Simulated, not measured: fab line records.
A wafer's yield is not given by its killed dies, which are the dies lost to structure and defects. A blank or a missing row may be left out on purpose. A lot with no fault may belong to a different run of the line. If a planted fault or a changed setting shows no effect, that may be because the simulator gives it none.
Struck lot and sound lot, side by side -- flow sky130 -- 17 steps out of a route of 708
Sound: wafers L583.1, L583.2, L583.5. Struck: wafers L590.1, L590.3, L590.6. The cause is given at the end.
For every step that has rows: the tool of each side, followed by ch and its chambers, followed by its first start. Under that, the readings that differ: sound wafers -- struck wafers -- difference of the means -- sigmas: that difference in standard deviations of wafers without a fault.
alike: a reading whose means differ by less than 2 such deviations, as well as words and numbers matching on both sides. not compared: withheld readings; readings where some wafer has no value; bounds like >300 that might hide an equal value; numbers whose values overlap and for which the record gives no deviation.
The two part at a step that has a row with sigmas, a row that says differs or no value, or rows on one side only. Numbers that don't overlap but have no deviation are shown without sigmas and don't part them. A reading missing from all wafers of one side parts the sides only when that side holds two or more wafers.

SKY_VIA1_CMP_02: polishes SiO2.
  sound on cmp-02 ch 0,3, day 36 04:07; struck on cmp-01 ch 0,2,3, day 38 05:39
  alike: motor-current-A
SKY_VIA1_BOW_MEAS_03:
  sound: film-metro-03 at day 36 04:22; struck: film-metro-02 at day 38 05:54
  alike: VIA1_BOW
then, 8 steps without rows for these wafers: SKY_VIA1_DEHYDRATE_04 (time 60 s); SKY_VIA1_HMDS_05 (prime time 60 s); SKY_VIA1_COAT_06 (resist thk 60 nm); SKY_VIA1_COAT_07 (resist thk 450 nm); SKY_VIA1_SOFTBAKE_08 (time 90 s); SKY_VIA1_EXPOSE_09 (exposes mask VIM, target cd 150 nm); SKY_VIA1_PEB_10; SKY_VIA1_DEVELOP_11 (develop time 60 s).
SKY_VIA1_CD_MEAS_12: target cd 150 nm.
  sound: cd-sem-01 at day 37 06:55; struck: cd-sem-01 at day 39 07:11
reading,sound,struck,difference,sigmas
cd-nm (nm),149.6 151.7 150.3,147.3 147.6 147.4,-3.1,-2
SKY_VIA1_OVL_MEAS_13:
  sound: overlay-02 at day 37 07:02; struck: overlay-02 at day 39 07:18
  alike: VIA1_OVL
SKY_VIA1_ETCH_14: etches BARC in N2/H2, stops on SiO2, time 45.9 s, target depth 60 nm.
  sound on rie-diel-02 ch 0,1,3, day 37 07:04; struck on rie-diel-01 ch 1,2,3, day 39 07:20
reading,sound,struck,difference,sigmas
rf-fwd-power-W (W),495.2 492.1 497.9,575.3 575.4 575.7,+80.4,+40
model.KrF-thick_of_VIA1_COAT_07.thk-nm (nm),395.4 390.9 393.5,388.9 387.2 389.6,-4.7,
  alike: drypump-motor-current-A, oes-product-au, throttle-valve-pct
  not compared: rf-hours-counter-h
SKY_VIA1_ETCH_15: etches SiO2 in C4F8/O2/Ar, stops on TiN, target depth 351 nm, time 54 s.
  sound on rie-diel-02 ch 0,1,3, day 37 07:07; struck on rie-diel-01 ch 1,2,3, day 39 07:23
reading,sound,struck,difference,sigmas
model.KrF-thick_of_VIA1_COAT_07.thk-nm (nm),325.4 320.6 322.9,318.6 316.1 318.9,-5.1,
  alike: oes-product-au, rf-fwd-power-W
  not compared: rf-hours-counter-h
SKY_VIA1_STRIP_16: strips in O2/N2.
  sound on plasma-asher-02 ch 0,1, day 37 07:10; struck on plasma-asher-04 ch 0,1, day 39 07:25
reading,sound,struck,difference,sigmas
drypump-motor-current-A (A),5.1 5.4 5.4,6.1 6.1 6.2,+0.8,+2
strip-time-to-endpoint-s (s),4.480 4.438 4.464,4.414 4.398 4.434,-0.045,-2
  alike: oes-product-au
  not compared: rf-hours-counter-h
then, 1 step without rows for these wafers: SKY_VIA1_STRIP_17 (strips in post etch residue remover, time 1200 s).
-- the record jumps here: 11 days lie between the struck wafers' starts before and after (it left off in module VIA1 and takes up again in module PAD_OPEN, whose first step shown is number 708 of the route) --
SKY_PAD_OPEN_PROBE_99:
  sound: prober-02 at day 48 07:25; struck: prober-02 at day 49 21:26
  alike: defect-limited-yield, killed_at_M0_to_M3, killed_at_M4_up, killed-at-contacts, killed-at-front-end, killed-at-other, killed-dies, killed-open, killed-short, sort_bin_3_pad_short, sort_bin_5_function, sort_bin_6_memory, sort-n-pass, sort-yield-pct

WHERE THEY PART
At SKY_VIA1_CD_MEAS_12 first; at SKY_VIA1_STRIP_16 last (within this record only). Later steps at which nothing parts them and some readings are alike: SKY_PAD_OPEN_PROBE_99.

WHY: what the simulator had put in
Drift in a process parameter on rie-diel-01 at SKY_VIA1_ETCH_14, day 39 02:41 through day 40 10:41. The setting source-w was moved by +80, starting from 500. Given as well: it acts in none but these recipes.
